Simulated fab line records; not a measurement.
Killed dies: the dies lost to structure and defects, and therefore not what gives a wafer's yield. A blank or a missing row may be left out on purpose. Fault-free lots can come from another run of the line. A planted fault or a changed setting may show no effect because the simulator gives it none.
Which tool was responsible?	flow sky130	Sampling: 24 lots, 72 wafers, 6 of 708 route steps

== WHAT THE GAUGES SHOWED, per wafer ==
SKY_METAL2_CD_MEAS_15: the cd target is 140 nm. Usual: 139.7 nm for cdNm, sd 1.8.
lot	measured	on	cdNm (nm)	flag
L074	day 35 11:28	cdSem-02	137.0 137.0 137.9	
L075	day 35 18:27	cdSem-02	139.4 138.9 139.8	
L076	day 36 11:01	cdSem-01	137.4 138.6 137.1	
L077	day 36 12:54	cdSem-01	138.2 137.9 140.2	
L078	day 36 15:40	cdSem-01	140.1 139.0 138.5	
L079	day 37 05:29	cdSem-02	141.0 140.5 140.2	
L080	day 37 08:23	cdSem-01	138.1 137.8 138.4	
L081	day 37 16:02	cdSem-01	138.9 140.7 139.3	
L082	day 38 02:12	cdSem-02	141.3 139.0 140.7	
L083	day 38 14:06	cdSem-01	142.1 140.4 140.7	
L084	day 38 20:05	cdSem-01	140.3 139.0 140.3	
L085	day 39 05:55	cdSem-01	141.7 143.3 143.8	
L086	day 39 06:36	cdSem-02	142.4 141.4 140.3	
L087	day 39 10:50	cdSem-01	137.3 138.1 136.6	
L088	day 39 13:39	cdSem-01	139.0 138.2 138.7	
L089	day 39 21:22	cdSem-01	140.7 140.5 139.5	
L090	day 40 05:10	cdSem-02	139.4 138.5 138.9	
L091	day 40 15:06	cdSem-02	139.3 139.7 141.5	
L092	day 40 18:10	cdSem-02	142.4 142.1 141.7	
L093	day 41 05:16	cdSem-02	142.4 142.9 142.3	
L094	day 41 10:20	cdSem-02	138.4 138.9 140.6	
L095	day 41 18:19	cdSem-02	138.2 137.6 140.1	
L096	day 41 21:38	cdSem-01	137.9 137.8 139.2	
L097	day 42 04:36	cdSem-02	139.0 139.5 137.9	

SKY_VIA4_OVL_MEAS_11. Usual: VIA4_OVL gives -0.7 nm (standard deviation 1.3).
lot	measured	on	VIA4_OVL (nm)	flag
L074	day 43 03:54	overlay-02	0.7 -1.0 -0.4	
L075	day 43 10:05	overlay-01	-1.7 -2.5 -3.7	
L076	day 43 23:14	overlay-01	-0.3 -1.1 -1.5	
L077	day 44 03:26	overlay-01	-0.8 -0.7 -0.7	
L078	day 44 05:33	overlay-02	-0.5 -0.1 -0.7	
L079	day 44 14:19	overlay-01	-2.3 -2.2 -0.9	
L080	day 44 18:50	overlay-02	0.4 -0.9 -1.2	
L081	day 44 21:46	overlay-02	-1.7 -0.9 0.1	
L082	day 45 11:10	overlay-02	0.4 0.1 -0.5	
L083	day 45 19:38	overlay-01	0.2 1.9 1.9	
L084	day 45 23:38	overlay-02	2.1 1.2 1.7	
L085	day 46 09:05	overlay-01	0.8 -0.1 -0.2	
L086	day 46 11:40	overlay-01	1.4 0.5 0.9	
L087	day 46 11:58	overlay-02	-1.4 -2.2 -3.0	
L088	day 46 15:31	overlay-01	0.8 -0.3 0.0	
L089	day 46 21:32	overlay-01	0.2 -1.0 -1.3	
L090	day 47 03:45	overlay-01	0.3 0.4 0.5	
L091	day 47 12:32	overlay-02	-2.7 -1.9 -2.0	
L092	day 47 17:03	overlay-02	-1.8 -1.8 -2.0	
L093	day 47 23:31	overlay-01	-0.5 -1.9 -1.6	
L094	day 48 05:35	overlay-01	0.8 0.5 -0.7	
L095	day 48 12:15	overlay-02	-0.9 -1.0 -1.6	
L096	day 48 13:32	overlay-02	-3.1 -1.7 -2.1	
L097	day 48 18:56	overlay-02	-1.9 -0.7 -1.4	

== EACH LOT AND THE TOOL THAT RAN IT (in order: tool; ch and the chambers of the sampled wafers; start) ==
lot	SKY_FIELD_ISO_ETCH_17	SKY_LDD_HVN_STRIP_09	SKY_CONTACT_ETCH_17	SKY_CONTACT_ETCH_18
L074	rieSi-02 ch 0,2, day 2 05:05	plasmaAsher-02 ch 0,1, day 20 13:20	rieDiel-03 ch 0,2,3, day 31 21:30	rieDiel-03 ch 0,2,3, day 35 11:28 or earlier
L075	rieSi-02 ch 0,1,2, day 2 14:11	plasmaAsher-01 ch 0,1, day 21 00:29	rieDiel-02 ch 0,2,3, day 32 05:36	rieDiel-02 ch 0,2,3, day 35 18:27 or earlier
L076	rieSi-02 ch 0,1,3, day 2 18:49	plasmaAsher-03 ch 0,1, day 21 19:17	rieDiel-03 ch 0,1,2, day 32 22:15	rieDiel-03 ch 0,1,2, day 36 11:01 or earlier
L077	rieSi-01 ch 0,1,3, day 2 21:46	plasmaAsher-02 ch 0,1, day 21 21:53	rieDiel-02 ch 0,2,3, day 33 00:41	rieDiel-02 ch 0,2,3, day 36 12:54 or earlier
L078	rieSi-01 ch 0,2,3, day 3 03:16	plasmaAsher-03 ch 1, day 22 00:35	rieDiel-02 ch 0,1,3, day 33 03:05	rieDiel-02 ch 0,1,3, day 36 15:40 or earlier
L079	rieSi-02 ch 1,2, day 3 08:28	plasmaAsher-02 ch 0,1, day 22 20:20	rieDiel-03 ch 1,2, day 33 17:40	rieDiel-03 ch 1,2, day 37 05:29 or earlier
L080	rieSi-01 ch 2,3, day 3 11:16	plasmaAsher-03 ch 0,1, day 22 20:35	rieDiel-02 ch 1,2,3, day 33 19:38	rieDiel-02 ch 1,2,3, day 37 08:23 or earlier
L081	rieSi-02 ch 1,2,3, day 3 17:11	plasmaAsher-03 ch 0,1, day 23 05:35	rieDiel-02 ch 0,1,3, day 34 04:15	rieDiel-02 ch 0,1,3, day 37 16:02 or earlier
L082	rieSi-01 ch 0,2,3, day 4 02:01	plasmaAsher-02 ch 0,1, day 23 19:53	rieDiel-03 ch 1,2, day 34 14:35	rieDiel-03 ch 1,2, day 38 02:12 or earlier
L083	rieSi-02 ch 0,1,2, day 4 04:58	plasmaAsher-02 ch 0,1, day 24 06:17	rieDiel-02 ch 0,1,3, day 35 01:59	rieDiel-02 ch 0,1,3, day 38 14:06 or earlier
L084	rieSi-02 ch 0,2,3, day 4 10:38	plasmaAsher-03 ch 0,1, day 24 12:05	rieDiel-01 ch 0,1,3, day 35 09:26	rieDiel-01 ch 0,1,3, day 38 20:05 or earlier
L085	rieSi-02 ch 0,2,3, day 4 18:47	plasmaAsher-02 ch 0, day 24 22:23	rieDiel-01 ch 0,1,2, day 35 20:10	rieDiel-01 ch 0,1,2, day 39 05:55 or earlier
L086	rieSi-01 ch 0,1, day 4 22:25	plasmaAsher-02 ch 0,1, day 25 00:05	rieDiel-02 ch 1,3, day 35 20:24	rieDiel-02 ch 1,3, day 39 06:36 or earlier
L087	rieSi-02 ch 0,1,2, day 5 00:49	plasmaAsher-01 ch 0,1, day 25 08:59	rieDiel-02 ch 1,3, day 36 01:59	rieDiel-02 ch 1,3, day 39 10:50 or earlier
L088	rieSi-01 ch 1,3, day 5 05:20	plasmaAsher-01 ch 0,1, day 25 13:01	rieDiel-01 ch 1,2,3, day 36 04:16	rieDiel-01 ch 1,2,3, day 39 13:39 or earlier
L089	rieSi-02 ch 0,2, day 5 10:44	plasmaAsher-01 ch 0,1, day 25 18:56	rieDiel-01 ch 0,2,3, day 36 12:09	rieDiel-01 ch 0,2,3, day 39 21:22 or earlier
L090	rieSi-01 ch 0,2,3, day 5 17:44	plasmaAsher-03 ch 0,1, day 26 04:35	rieDiel-01 ch 0,1, day 36 20:26	rieDiel-01 ch 0,1, day 40 05:10 or earlier
L091	rieSi-01 ch 0,2,3, day 6 00:29	plasmaAsher-02 ch 0,1, day 26 18:50	rieDiel-02 ch 0,1,2, day 37 07:02	rieDiel-02 ch 0,1,2, day 40 15:06 or earlier
L092	rieSi-02 ch 1,2,3, day 6 02:31	plasmaAsher-01 ch 0,1, day 26 20:17	rieDiel-02 ch 0,1,2, day 37 10:40	rieDiel-02 ch 0,1,2, day 40 18:10 or earlier
L093	rieSi-02 ch 0,2,3, day 6 09:16	plasmaAsher-03 ch 0,1, day 27 08:29	rieDiel-01 ch 2,3, day 37 20:52	rieDiel-01 ch 2,3, day 41 05:16 or earlier
L094	rieSi-01 ch 0,2,3, day 6 14:05	plasmaAsher-01 ch 0,1, day 27 13:41	rieDiel-02 ch 2,3, day 38 03:36	rieDiel-02 ch 2,3, day 41 10:20 or earlier
L095	rieSi-01 ch 2,3, day 6 18:22	plasmaAsher-02 ch 0,1, day 27 22:59	rieDiel-01 ch 0,1, day 38 13:20	rieDiel-01 ch 0,1, day 41 18:19 or earlier
L096	rieSi-02 ch 0,1,3, day 7 00:52	plasmaAsher-01 ch 0,1, day 28 02:59	rieDiel-03 ch 1,2,3, day 38 14:22	rieDiel-03 ch 1,2,3, day 41 21:38 or earlier
L097	rieSi-02 ch 1,2,3, day 7 06:13	plasmaAsher-01 ch 0,1, day 28 12:11	rieDiel-03 ch 1,3, day 38 21:39	rieDiel-03 ch 1,3, day 42 04:36 or earlier
- SKY_FIELD_ISO_ETCH_17: etches Si in HBr/Cl2/O2, target depth 342 nm, time 97.7 s.
- SKY_LDD_HVN_STRIP_09: strips in O2/N2.
- SKY_CONTACT_ETCH_17: etches SiO2 in C4F8/O2/Ar, stops on Si3N4, target depth 340 nm.
- SKY_CONTACT_ETCH_18: etches Si3N4 in CHF3/O2, stops on TiN, time 39 s, target depth 75 nm.

== AS READ BY THE TOOLS THEMSELVES (means over the sampled wafers that have a number; for cases with no such wafer, the mark the record gives instead) ==
SKY_FIELD_ISO_ETCH_17. Usual: drypumpMotorCurrentA 6.0 A, standard deviation 0.38; oesProductAu 1.004 a.u., standard deviation 0.012; throttleValvePct 25.653 %, standard deviation 0.012.
lot	tool	drypumpMotorCurrentA (A)	oesProductAu (a.u.)	throttleValvePct (%)	flag
L074	rieSi-02	6.2	1.001	25.654	
L075	rieSi-02	5.9	0.999	25.660	
L076	rieSi-02	5.6	1.010	25.641	
L077	rieSi-01	6.1	0.999	25.658	
L078	rieSi-01	6.3	1.006	25.655	
L079	rieSi-02	6.4	0.992	25.671	
L080	rieSi-01	6.3	1.011	25.649	
L081	rieSi-02	6.0	1.009	25.654	
L082	rieSi-01	6.3	1.008	25.656	
L083	rieSi-02	6.0	0.999	25.659	
L084	rieSi-02	5.8	1.019	25.641	
L085	rieSi-02	5.8	1.002	25.657	
L086	rieSi-01	6.1	1.000	25.659	
L087	rieSi-02	5.9	0.996	25.658	
L088	rieSi-01	6.0	0.992	25.658	
L089	rieSi-02	6.1	0.993	25.652	
L090	rieSi-01	6.3	1.012	25.643	
L091	rieSi-01	6.3	1.011	25.639	
L092	rieSi-02	6.1	1.010	25.649	
L093	rieSi-02	5.9	1.000	25.657	
L094	rieSi-01	6.3	1.008	25.654	
L095	rieSi-01	6.3	1.003	25.651	
L096	rieSi-02	5.7	1.005	25.659	
L097	rieSi-02	6.0	0.999	25.650	

SKY_LDD_HVN_STRIP_09. Usual: drypumpMotorCurrentA 5.8 A, standard deviation 0.44; oesProductAu 0.408 a.u., standard deviation 0.0044; stripTimeToEndpointS 4.134 s, standard deviation 0.013.
lot	tool	drypumpMotorCurrentA (A)	oesProductAu (a.u.)	stripTimeToEndpointS (s)	flag
L074	plasmaAsher-02	6.4	0.405	4.132	
L075	plasmaAsher-01	5.5	0.409	4.136	
L076	plasmaAsher-03	5.4	0.404	4.127	
L077	plasmaAsher-02	6.3	0.410	4.136	
L078	plasmaAsher-03	5.7	0.408	4.146	
L079	plasmaAsher-02	6.3	0.413	4.132	
L080	plasmaAsher-03	5.4	0.409	4.134	
L081	plasmaAsher-03	5.6	0.409	4.130	
L082	plasmaAsher-02	6.3	0.408	4.140	
L083	plasmaAsher-02	6.3	0.409	4.132	
L084	plasmaAsher-03	5.4	0.408	4.145	
L085	plasmaAsher-02	6.2	0.403	4.144	
L086	plasmaAsher-02	6.3	0.404	4.126	
L087	plasmaAsher-01	5.5	0.407	4.142	
L088	plasmaAsher-01	5.5	0.409	4.141	
L089	plasmaAsher-01	5.4	0.410	4.138	
L090	plasmaAsher-03	5.6	0.407	4.145	
L091	plasmaAsher-02	6.3	0.406	4.154	
L092	plasmaAsher-01	5.5	0.406	4.116	
L093	plasmaAsher-03	5.6	0.410	4.135	
L094	plasmaAsher-01	5.4	0.409	4.133	
L095	plasmaAsher-02	6.3	0.409	4.127	
L096	plasmaAsher-01	5.4	0.405	4.127	
L097	plasmaAsher-01	5.5	0.407	4.125	

SKY_CONTACT_ETCH_17. Usual: 0.891 a.u. for oesProductAu, sd 0.0046.
lot	tool	oesProductAu (a.u.)	flag
L074	rieDiel-03	0.894	
L075	rieDiel-02	0.890	
L076	rieDiel-03	0.886	
L077	rieDiel-02	0.894	
L078	rieDiel-02	0.891	
L079	rieDiel-03	0.890	
L080	rieDiel-02	0.896	
L081	rieDiel-02	0.896	
L082	rieDiel-03	0.889	
L083	rieDiel-02	0.894	
L084	rieDiel-01	0.886	
L085	rieDiel-01	0.883	
L086	rieDiel-02	0.890	
L087	rieDiel-02	0.888	
L088	rieDiel-01	0.891	
L089	rieDiel-01	0.890	
L090	rieDiel-01	0.895	
L091	rieDiel-02	0.885	
L092	rieDiel-02	0.889	
L093	rieDiel-01	0.889	
L094	rieDiel-02	0.893	
L095	rieDiel-01	0.889	
L096	rieDiel-03	0.890	
L097	rieDiel-03	0.886	

SKY_CONTACT_ETCH_18. Usual: drypumpMotorCurrentA 5.7 A, standard deviation 0.37; oesProductAu 0.858 a.u., standard deviation 0.009; throttleValvePct 8.794 %, standard deviation 0.01.
lot	tool	drypumpMotorCurrentA (A)	oesProductAu (a.u.)	throttleValvePct (%)	flag
L074	rieDiel-03	6.0	0.856	8.807	
L075	rieDiel-02	5.5	0.857	8.801	
L076	rieDiel-03	5.9	0.861	8.802	
L077	rieDiel-02	5.4	0.854	8.811	
L078	rieDiel-02	5.6	0.856	8.801	
L079	rieDiel-03	5.9	0.859	8.793	
L080	rieDiel-02	5.6	0.864	8.794	
L081	rieDiel-02	5.6	0.864	8.793	
L082	rieDiel-03	5.8	0.869	8.798	
L083	rieDiel-02	5.6	0.865	8.794	
L084	rieDiel-01	5.7	0.862	8.781	
L085	rieDiel-01	5.7	0.851	8.798	
L086	rieDiel-02	5.8	0.867	8.801	
L087	rieDiel-02	5.7	0.865	8.791	
L088	rieDiel-01	5.6	0.866	8.799	
L089	rieDiel-01	5.4	0.857	8.793	
L090	rieDiel-01	5.8	0.847	8.787	
L091	rieDiel-02	5.3	0.847	8.783	
L092	rieDiel-02	5.4	0.851	8.784	
L093	rieDiel-01	5.4	0.870	8.793	
L094	rieDiel-02	5.5	0.856	8.793	
L095	rieDiel-01	6.0	0.852	8.784	
L096	rieDiel-03	6.1	0.845	8.783	
L097	rieDiel-03	6.2	0.855	8.804	

== THE ANSWER, worked out from the rows above alone ==
Rule: a lot is off if the mean of its wafers that have a number lies more than 3 standard deviations from the usual mean. A lot without any number at a reading at which 4 lots or more have one is off too. Any other lot the step has rows for is counted as sound. The gauges are gone through in route order, then the tools' own readings, and for those a lot's mean is taken as printed above. The first step at which some lot is off is used, and at that step the reading that is off furthest; a lot without a number counts as furthest.
No lot is off on any of the readings shown, so nothing can be concluded from this.

== WHAT THE SIMULATOR HAD INSERTED ==
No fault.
